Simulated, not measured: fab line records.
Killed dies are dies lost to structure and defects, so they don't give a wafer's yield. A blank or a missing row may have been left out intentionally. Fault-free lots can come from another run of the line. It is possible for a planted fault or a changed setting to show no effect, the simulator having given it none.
Which tool was responsible? + flow gf180mcu + 15 lots, 45 wafers sampled, at 4 steps of a route of 602

WHAT EACH GAUGE READ, for each wafer
GF_STI_THK_MEAS_02. Usual: STI_OXIDATION_THK 10.07 nm, standard deviation 0.16.
| lot  | measured    | on            | STI_OXIDATION_THK (nm) | flag |
|------|-------------|---------------|------------------------|------|
| L242 | day 1 12:51 | film-metro-01 | 10.36 10.25 10.36      |      |
| L243 | day 1 16:31 | film-metro-01 | 10.02 10.04 10.06      |      |
| L244 | day 1 21:31 | film-metro-04 | 10.23 10.12 10.09      |      |
| L249 | day 2 22:52 | film-metro-01 | 10.13 9.99 10.17       |      |
| L250 | day 3 03:32 | film-metro-04 | 9.94 10.06 10.10       |      |
| L252 | day 3 14:30 | film-metro-04 | 10.06 10.15 10.18      |      |
| L254 | day 3 23:32 | film-metro-01 | 10.13 10.26 10.26      |      |
| L256 | day 4 10:48 | film-metro-04 | 10.05 9.92 9.81        |      |
| L257 | day 4 14:31 | film-metro-01 | 10.09 9.97 10.01       |      |
| L259 | day 5 00:39 | film-metro-04 | 9.61 9.92 9.81         |      |
| L261 | day 5 10:49 | film-metro-04 | 10.09 10.15 10.13      |      |
| L262 | day 5 15:34 | film-metro-01 | 10.20 10.06 10.23      |      |
| L263 | day 5 20:56 | film-metro-04 | 10.11 10.14 10.10      |      |
| L264 | day 6 01:34 | film-metro-04 | 10.37 10.37 10.12      |      |
| L265 | day 6 07:04 | film-metro-01 | 10.06 9.95 10.20       |      |

GF_STI_CD_MEAS_12 targets a cd of 220 nm. Usual: 219.8 nm for cd-nm, sd 1.4.
| lot  | measured    | on        | cd-nm (nm)        | flag |
|------|-------------|-----------|-------------------|------|
| L242 | day 2 02:31 | cd-sem-02 | 218.6 217.6 219.2 |      |
| L243 | day 2 07:20 | cd-sem-02 | 219.9 219.9 219.4 |      |
| L244 | day 2 11:49 | cd-sem-02 | 219.6 221.4 221.2 |      |
| L249 | day 3 13:23 | cd-sem-01 | 265.6 266.2 265.9 | OFF  |
| L250 | day 3 18:34 | cd-sem-02 | 264.4 263.9 264.5 | OFF  |
| L252 | day 4 05:32 | cd-sem-01 | 252.7 253.3 252.3 | OFF  |
| L254 | day 4 15:42 | cd-sem-02 | 217.7 219.7 218.3 |      |
| L256 | day 5 03:01 | cd-sem-01 | 220.0 219.2 221.0 |      |
| L257 | day 5 07:11 | cd-sem-02 | 218.6 220.0 218.9 |      |
| L259 | day 5 16:46 | cd-sem-02 | 220.4 220.1 220.3 |      |
| L261 | day 6 04:02 | cd-sem-01 | 220.9 220.4 221.1 |      |
| L262 | day 6 11:03 | cd-sem-02 | 220.7 220.2 221.0 |      |
| L263 | day 6 14:08 | cd-sem-01 | 221.4 221.5 219.4 |      |
| L264 | day 6 18:52 | cd-sem-02 | 216.7 218.0 217.4 |      |
| L265 | day 7 01:09 | cd-sem-02 | 219.5 219.2 218.9 |      |

GF_MVPSD_OVL_MEAS_07. Usual: MVPSD_OVL -0.1 nm, standard deviation 1.4.
| lot  | measured     | on         | MVPSD_OVL (nm) | flag |
|------|--------------|------------|----------------|------|
| L242 | day 5 00:41  | overlay-02 | -2.3 -1.7 1.6  |      |
| L243 | day 5 08:29  | overlay-01 | 0.8 0.0 0.8    |      |
| L244 | day 5 12:37  | overlay-02 | -3.1 -2.1 -0.8 |      |
| L252 | day 7 16:43  | overlay-02 | 0.9 -0.6 -2.3  |      |
| L254 | day 8 01:21  | overlay-01 | -0.4 -0.1 0.3  |      |
| L256 | day 8 14:16  | overlay-01 | -0.1 -0.1 0.1  |      |
| L257 | day 8 20:39  | overlay-01 | -0.3 -1.6 -1.5 |      |
| L259 | day 9 06:31  | overlay-02 | 0.1 -1.4 0.9   |      |
| L261 | day 9 20:11  | overlay-02 | 1.3 1.8 1.9    |      |
| L262 | day 10 02:22 | overlay-02 | -1.2 -2.8 -0.7 |      |
| L263 | day 10 05:47 | overlay-01 | -1.6 1.2 -0.4  |      |
| L264 | day 10 13:26 | overlay-02 | -1.9 1.2 0.7   |      |
| L265 | day 10 20:56 | overlay-02 | -0.1 -0.7 -2.5 |      |

TOOL THAT RAN EACH LOT (tool first, then ch and the chambers of the sampled wafers, then the start)
| lot  | GF_STI_PEB_10                    |
|------|----------------------------------|
| L242 | litho-track-04 ch 0, day 2 02:10 |
| L243 | litho-track-04 ch 0, day 2 07:00 |
| L244 | litho-track-03 ch 0, day 2 11:28 |
| L249 | litho-track-04 ch 0, day 3 13:03 |
| L250 | litho-track-04 ch 0, day 3 18:14 |
| L252 | litho-track-04 ch 0, day 4 05:13 |
| L254 | litho-track-03 ch 0, day 4 15:22 |
| L256 | litho-track-02 ch 0, day 5 02:42 |
| L257 | litho-track-02 ch 0, day 5 06:50 |
| L259 | litho-track-03 ch 0, day 5 16:25 |
| L261 | litho-track-03 ch 0, day 6 03:41 |
| L262 | litho-track-03 ch 0, day 6 10:43 |
| L263 | litho-track-02 ch 0, day 6 13:47 |
| L264 | litho-track-03 ch 0, day 6 18:31 |
| L265 | litho-track-04 ch 0, day 7 00:50 |
- GF_STI_PEB_10: peb time 90 s.

AS READ BY THE TOOLS THEMSELVES (means over the sampled wafers that have a number; for cases with no such wafer, the mark the record gives instead)
GF_STI_PEB_10. Usual: exhaust-pa 45.2 Pa, standard deviation 0.74; heater-power-total-W 85.70 W, standard deviation 0.083; plate-temp-C 134.97 C, standard deviation 0.12.
| lot  | tool           | exhaust-pa (Pa) | heater-power-total-W (W) | plate-temp-C (C) | flag |
|------|----------------|-----------------|--------------------------|------------------|------|
| L242 | litho-track-04 | 45.7            | 85.73                    | 135.03           |      |
| L243 | litho-track-04 | 44.6            | 85.68                    | 134.96           |      |
| L244 | litho-track-03 | 45.4            | 85.67                    | 135.13           |      |
| L249 | litho-track-04 | 46.1            | 77.49                    | 124.89           | OFF  |
| L250 | litho-track-04 | 45.7            | 77.38                    | 124.70           | OFF  |
| L252 | litho-track-04 | 44.7            | 77.35                    | 124.83           | OFF  |
| L254 | litho-track-03 | 44.6            | 85.76                    | 135.00           |      |
| L256 | litho-track-02 | 45.0            | 85.75                    | 134.96           |      |
| L257 | litho-track-02 | 45.6            | 85.71                    | 134.86           |      |
| L259 | litho-track-03 | 45.0            | 85.68                    | 135.05           |      |
| L261 | litho-track-03 | 44.8            | 85.75                    | 135.14           |      |
| L262 | litho-track-03 | 45.1            | 85.64                    | 135.01           |      |
| L263 | litho-track-02 | 46.3            | 85.62                    | 134.97           |      |
| L264 | litho-track-03 | 44.8            | 85.73                    | 134.91           |      |
| L265 | litho-track-04 | 45.0            | 85.69                    | 135.01           |      |

THE ANSWER, worked out from the rows above alone
Rule: a lot is off if the mean of its wafers that have a number lies more than 3 standard deviations from the usual mean. A lot without any number at a reading at which 4 lots or more have one is off too. The other lots that the step has rows for count as sound. Order of review: gauges by route order, followed by the tools' own readings, for which a lot's mean as printed above is used. At the first step where some lot is off, the reading lying furthest off is the one used; lots without a number count as furthest.
Off: L249, L250, L252 (GF_STI_CD_MEAS_12, cd-nm).
If a tool, at a process step before that reading, ran all the lots that are off and no sound lot after the first of them, it fits. The gauges at GF_STI_CD_MEAS_12 aren't tried: what is off there is off at GF_STI_PEB_10 too, on other tools, and a gauge's error can't cause that. Not one of the candidates tried fits.

WHAT THE SIMULATOR PUT IN
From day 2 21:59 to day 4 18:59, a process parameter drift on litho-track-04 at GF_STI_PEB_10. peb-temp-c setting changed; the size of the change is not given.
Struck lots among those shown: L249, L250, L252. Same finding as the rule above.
